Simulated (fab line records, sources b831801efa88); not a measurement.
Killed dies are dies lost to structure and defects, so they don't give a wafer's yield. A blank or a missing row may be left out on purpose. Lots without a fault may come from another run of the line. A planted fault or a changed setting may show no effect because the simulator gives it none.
Which tool did it? | flow gf180mcu | 12 lots, 36 wafers sampled, at 5 steps of a route of 602

WHAT THE GAUGES READ, wafer by wafer
GF_M3_CD_MEAS_14: target cd 280 nm.
lot  | measured     | on        | cd_nm (nm)
L325 | day 22 00:58 | cd_sem-01 | 278.6 279.1 280.0
L326 | day 22 08:23 | cd_sem-02 | 277.8 278.9 278.6
L328 | day 22 20:58 | cd_sem-02 | 280.5 282.3 282.6
L330 | day 24 01:12 | cd_sem-02 | 279.0 280.8 280.4
L331 | day 24 05:48 | cd_sem-01 | 280.2 279.7 280.4
L332 | day 24 07:10 | cd_sem-01 | 279.2 279.2 278.6
L334 | day 25 06:49 | cd_sem-02 | 280.1 280.8 283.0
L335 | day 25 09:28 | cd_sem-02 | 277.9 280.2 279.8
L336 | day 25 16:52 | cd_sem-01 | 278.2 279.5 279.5
L337 | day 26 01:16 | cd_sem-01 | 279.7 279.9 279.8
L341 | day 27 05:25 | cd_sem-01 | 281.5 280.0 280.9
L342 | day 27 16:37 | cd_sem-02 | 281.5 281.1 281.0

GF_V3_THK_MEAS_03.
lot  | measured     | on            | V3_CVD_02_THK (nm)
L325 | day 22 02:09 | film_metro-03 | 843 854 861
L326 | day 22 09:32 | film_metro-03 | 836 840 846
L328 | day 22 21:59 | film_metro-02 | 837 861 863
L330 | day 24 02:15 | film_metro-02 | 835 833 854
L331 | day 24 06:51 | film_metro-02 | 838 838 843
L332 | day 24 08:21 | film_metro-03 | 839 859 858
L334 | day 25 07:54 | film_metro-03 | 834 834 847
L335 | day 25 10:31 | film_metro-01 | 834 831 842
L336 | day 25 17:54 | film_metro-01 | 836 848 847
L337 | day 26 02:20 | film_metro-01 | 839 856 858
L341 | day 27 06:26 | film_metro-02 | 1000 1002 1013
L342 | day 27 17:38 | film_metro-03 | 1002 1003 1017

GF_V3_CD_MEAS_14: target cd 260 nm.
lot  | measured     | on        | cd_nm (nm)
L325 | day 23 02:02 | cd_sem-02 | 260.9 261.1 260.5
L326 | day 23 08:55 | cd_sem-01 | 260.9 260.3 261.0
L328 | day 23 21:14 | cd_sem-01 | 260.6 259.7 260.7
L330 | day 25 00:44 | cd_sem-02 | 259.0 259.2 259.6
L331 | day 25 05:16 | cd_sem-01 | 259.5 259.4 258.9
L332 | day 25 06:09 | cd_sem-02 | 260.2 260.1 260.3
L334 | day 26 05:29 | cd_sem-02 | 260.1 258.2 259.0
L335 | day 26 07:05 | cd_sem-02 | 260.1 261.2 260.7
L336 | day 26 15:22 | cd_sem-02 | 260.7 259.8 259.7
L337 | day 26 23:04 | cd_sem-01 | 261.0 260.7 259.9
L341 | day 28 02:48 | cd_sem-01 | 260.8 261.2 261.3
L342 | day 28 13:35 | cd_sem-02 | 261.4 260.2 261.1

WHICH TOOL RAN EACH LOT (tool, then ch and the chambers of the sampled wafers, then the start)
lot  | GF_V3_CVD_02                    | GF_V3_CMP_04
L325 | pecvd-02 ch 0,1,2, day 22 02:05 | cmp-01 ch 0,1,3, day 22 02:16
L326 | pecvd-04 ch 0,1,2, day 22 09:27 | cmp-02 ch 1,2, day 22 09:35
L328 | pecvd-04 ch 0,1,2, day 22 21:55 | cmp-01 ch 2,3, day 22 22:06
L330 | pecvd-04 ch 0,1, day 24 02:11   | cmp-01 ch 0,2,3, day 24 02:25
L331 | pecvd-02 ch 0,2, day 24 06:47   | cmp-01 ch 0,2,3, day 24 06:55
L332 | pecvd-02 ch 0,2, day 24 08:17   | cmp-02 ch 0,1, day 24 08:25
L334 | pecvd-04 ch 0,1, day 25 07:49   | cmp-01 ch 0,2, day 25 07:57
L335 | pecvd-03 ch 1,2, day 25 10:26   | cmp-02 ch 1,2,3, day 25 10:34
L336 | pecvd-04 ch 1,2, day 25 17:50   | cmp-01 ch 0,3, day 25 18:08
L337 | pecvd-03 ch 1,2, day 26 02:16   | cmp-01 ch 1,2, day 26 02:25
L341 | pecvd-04 ch 0,2, day 27 06:22   | cmp-02 ch 0,1,3, day 27 07:11
L342 | pecvd-04 ch 0,1,2, day 27 17:34 | cmp-02 ch 0,2,3, day 27 17:56
- GF_V3_CVD_02: deposits SiO2 from TEOS, target thk 850 nm, time 94.851 s.
- GF_V3_CMP_04: polishes SiO2.

WHAT THE TOOLS THEMSELVES READ (means of the sampled wafers that have a number; where no wafer has one, the mark that the record gives instead)
GF_V3_CVD_02.
lot  | tool     | heater_power_w (W) | run_length_s (s)
L325 | pecvd-02 | 709                | 122.7
L326 | pecvd-04 | 589                | 123.1
L328 | pecvd-04 | 568                | 123.0
L330 | pecvd-04 | 570                | 123.1
L331 | pecvd-02 | 710                | 123.2
L332 | pecvd-02 | 664                | 123.4
L334 | pecvd-04 | 538                | 123.4
L335 | pecvd-03 | 639                | 122.1
L336 | pecvd-04 | 545                | 123.0
L337 | pecvd-03 | 622                | 122.5
L341 | pecvd-04 | 561                | 140.6
L342 | pecvd-04 | 565                | 141.0

GF_V3_CMP_04.
lot  | tool   | edge_zone_pressure_frac | motor_current_A (A) | time_to_endpoint_s (s)
L325 | cmp-01 | 1.004                   | 12.6                | 84
L326 | cmp-02 | 0.998                   | 14.1                | 73
L328 | cmp-01 | 0.997                   | 11.7                | 87
L330 | cmp-01 | 0.998                   | 11.9                | 80
L331 | cmp-01 | 0.996                   | 12.2                | 81
L332 | cmp-02 | 1.000                   | 12.9                | 78
L334 | cmp-01 | 0.994                   | 12.1                | 71
L335 | cmp-02 | 1.002                   | 13.3                | 73
L336 | cmp-01 | 0.999                   | 12.0                | 72
L337 | cmp-01 | 0.994                   | 12.0                | 79
L341 | cmp-02 | 0.999                   | 13.2                | 134
L342 | cmp-02 | 0.999                   | 12.7                | 139

THE ANSWER, worked out from the rows above alone
Rule: what is usual is taken from the lots themselves. Put in order of their means at a reading, lots are off if they are a third of the lots or fewer, leave a main group of 4 or more, and stand apart from it by a gap of 3 or more times the standard deviation of the main group's means; of several such gaps the widest counts. A main group whose means are all the same, to the digits that the tables above print for the reading, isn't used. A lot without any number at a reading at which 4 lots or more have one is off too. The other lots that the step has rows for count as sound. The gauges are gone through in route order, then the tools' own readings, and for those a lot's mean is taken as printed above. The first step at which some lot is off is used, and at that step the reading that is off furthest; a lot without a number counts as furthest.
Off: L341, L342, at GF_V3_THK_MEAS_03 (V3_CVD_02_THK). The main group: mean 845 nm, standard deviation 6.5.
A tool fits if, at a process step before that reading, it ran every lot that is off, and no sound lot after the first of them. The gauges at GF_V3_THK_MEAS_03 aren't tried: what is off there is off at GF_V3_CVD_02 too, on other tools, and a gauge's error can't cause that. One fits: pecvd-04 at GF_V3_CVD_02. Its last sound lot is L336 (day 25 17:50), its first lot that is off L341 (day 27 06:22): a fault that began between those two fits.
The tool's own readings at GF_V3_CVD_02 bear it out: on the lots that are off they differ by more than 5 times the standard deviation of the sound lots' means. run_length_s reads 140.8 s there against 123.0 s on the sound lots.

WHAT THE SIMULATOR HAD PUT IN
Process parameter drift: pecvd-04, from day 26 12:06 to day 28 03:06, at GF_V3_CVD_02. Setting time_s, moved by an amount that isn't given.
Lots struck among those shown: L341, L342. The rule above found the same.
